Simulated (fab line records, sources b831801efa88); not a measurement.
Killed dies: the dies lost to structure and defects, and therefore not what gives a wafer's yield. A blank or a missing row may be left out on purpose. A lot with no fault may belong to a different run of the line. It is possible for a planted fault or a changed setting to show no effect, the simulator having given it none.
The tool behind it: which one? || flow gf180mcu || 20 wafers from 7 lots sampled at 3 of the route's 602 steps

WHAT EACH GAUGE READ, for each wafer
GF_VT_IMPLANT_OVL_MEAS_29.
{"lot": "L578", "measured": "day 7 12:26", "on": "overlay-01", "VT_IMPLANT_02_OVL (nm)": "-1.1 0.2 1.1"}
{"lot": "L580", "measured": "day 8 02:32", "on": "overlay-02", "VT_IMPLANT_02_OVL (nm)": "-2.5 -1.8 -2.2"}
{"lot": "L583", "measured": "day 8 19:01", "on": "overlay-02", "VT_IMPLANT_02_OVL (nm)": "0.0 0.0"}
{"lot": "L592", "measured": "day 12 04:02", "on": "overlay-02", "VT_IMPLANT_02_OVL (nm)": "-0.2 -0.9 0.4"}
{"lot": "L594", "measured": "day 12 20:31", "on": "overlay-02", "VT_IMPLANT_02_OVL (nm)": "0.6 0.0 -1.4"}
{"lot": "L598", "measured": "day 13 07:38", "on": "overlay-01", "VT_IMPLANT_02_OVL (nm)": "-1.1 -1.9 1.1"}
{"lot": "L596", "measured": "day 13 08:07", "on": "overlay-01", "VT_IMPLANT_02_OVL (nm)": "1.6 0.6 1.5"}

WHAT TOOL EACH LOT RAN ON (gives the tool, then ch and the chambers of the sampled wafers, and finally the start)
{"lot": "L578", "GF_LVPWELL_IMPLANT_08": "implanter-02 ch 0, day 4 12:52", "GF_MVSD_STRIP_10": "plasma_asher-01 ch 0,1, day 5 03:14"}
{"lot": "L580", "GF_LVPWELL_IMPLANT_08": "implanter-02 ch 0, day 5 00:50", "GF_MVSD_STRIP_10": "plasma_asher-04 ch 0,1, day 5 15:34"}
{"lot": "L583", "GF_LVPWELL_IMPLANT_08": "implanter-02 ch 0, day 5 16:10", "GF_MVSD_STRIP_10": "plasma_asher-04 ch 1, day 6 06:34"}
{"lot": "L592", "GF_LVPWELL_IMPLANT_08": "implanter-03 ch 0, day 8 10:13", "GF_MVSD_STRIP_10": "plasma_asher-01 ch 0,1, day 9 03:31"}
{"lot": "L594", "GF_LVPWELL_IMPLANT_08": "implanter-02 ch 0, day 8 22:41", "GF_MVSD_STRIP_10": "plasma_asher-04 ch 1, day 9 16:31"}
{"lot": "L598", "GF_LVPWELL_IMPLANT_08": "implanter-01 ch 0, day 9 08:19", "GF_MVSD_STRIP_10": "plasma_asher-01 ch 0, day 10 02:28"}
{"lot": "L596", "GF_LVPWELL_IMPLANT_08": "implanter-01 ch 0, day 9 09:47", "GF_MVSD_STRIP_10": "plasma_asher-04 ch 0,1, day 10 03:43"}
- GF_LVPWELL_IMPLANT_08
- GF_MVSD_STRIP_10: strips in O2/N2.

THE ANSWER, worked out from the rows above alone
Rule: the lots themselves supply what counts as usual. The widest of any qualifying gaps counts: lots, ordered by their means at a reading, are off when they make up no more than a third of the lots, leave a main group of 4 or more, and stand apart from it by 3 or more times the standard deviation of that group's means. The tables above print the reading to a certain number of digits; a main group whose means all agree to those digits is not used. A lot without any number at a reading at which 4 lots or more have one is off too. Where the step has rows for the other lots, those lots are counted as sound.
None of the lots is off at any reading shown; this tells nothing.

WHAT THE SIMULATOR PUT IN
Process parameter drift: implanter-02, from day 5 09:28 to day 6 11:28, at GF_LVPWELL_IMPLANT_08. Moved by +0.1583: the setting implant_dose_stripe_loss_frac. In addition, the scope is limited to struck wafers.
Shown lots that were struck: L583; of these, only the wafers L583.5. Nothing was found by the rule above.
